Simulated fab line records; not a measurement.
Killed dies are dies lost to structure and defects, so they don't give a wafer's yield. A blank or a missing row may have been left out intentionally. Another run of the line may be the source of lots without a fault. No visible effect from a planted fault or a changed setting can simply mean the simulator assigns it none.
2 desks, one fault    flow sky130    every desk sees just its own numbers, and what lay behind them comes last

## THE METROLOGY DESK
Lot by lot, what the gauges showed, no matter which tool ran the lot: averages of those sampled wafers that carry a number. If a lot's mean is further than 4 standard deviations from the usual mean, the lot is out of limits and carries the mark OUT (the distance appears in the brackets).
Columns: A = VIA2_HDPCVD_THK at SKY_VIA2_THK_MEAS_01, usual 1178 nm; B = VIA2_OVL at SKY_VIA2_OVL_MEAS_13, usual 0 nm
lot   first seen here  A              B
L402  day 34 00:49     1190           4
L403  day 35 03:22     1196           -1
L404  day 35 21:07     1178           -1
L405  day 36 17:34     1180           5
L406  day 36 19:28     1177           -1
L407  day 37 00:40     1156           4
L408  day 37 07:29     1160           -2
L418  day 40 20:08     1180           -4
L416  day 41 01:07     929 (-23) OUT  -8
L424  day 42 16:16     1174           8
This desk's result: L416 out of limits, first on L416 (VIA2_HDPCVD_THK at SKY_VIA2_THK_MEAS_01), day 41 01:07. L402, L403, L404, L405, L406, L407, L408, L418, L424 stayed within limits.

## THE TOOL OWNER'S DESK: hdpcvd-01
The tool's own readings at SKY_VIA2_HDPCVD_00 (deposits SiO2, target thk 1180 nm, time 196.7 s): means of the sampled wafers that have a number, for each lot that ran on this tool. If a lot's mean is further than 4 standard deviations from the usual mean, the lot is out of limits and carries the mark OUT (the distance appears in the brackets).
Columns: A = sih4 flow sccm at SKY_VIA2_HDPCVD_00, usual 60.01 sccm; B = susceptor temp C at SKY_VIA2_HDPCVD_00, usual 400.01 C
lot   first seen here  A      B
L403  day 35 03:14     60.00  400.03
L404  day 35 20:58     60.07  400.03
L418  day 40 20:00     60.04  400.03
L416  day 41 01:00     59.95  399.91
This desk's finding: nothing out of limits on any of the 4 lots.

## BROUGHT TOGETHER
An alarm was possible from the metrology desk at day 41 01:07, on L416.
The tool owner's desk saw nothing out of limits.
The tool owner's desk has L416 on record, within its limits.
The lots listed all ran SKY_VIA2_HDPCVD_00 on hdpcvd-01.

## WHAT HAD BEEN PUT IN BY THE SIMULATOR
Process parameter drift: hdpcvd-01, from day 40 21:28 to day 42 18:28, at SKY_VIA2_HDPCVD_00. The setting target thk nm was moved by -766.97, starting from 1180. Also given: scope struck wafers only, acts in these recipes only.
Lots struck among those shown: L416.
Per desk, hours elapsed from the start of the fault to the first reading out of limits: for the metrology desk, 4.
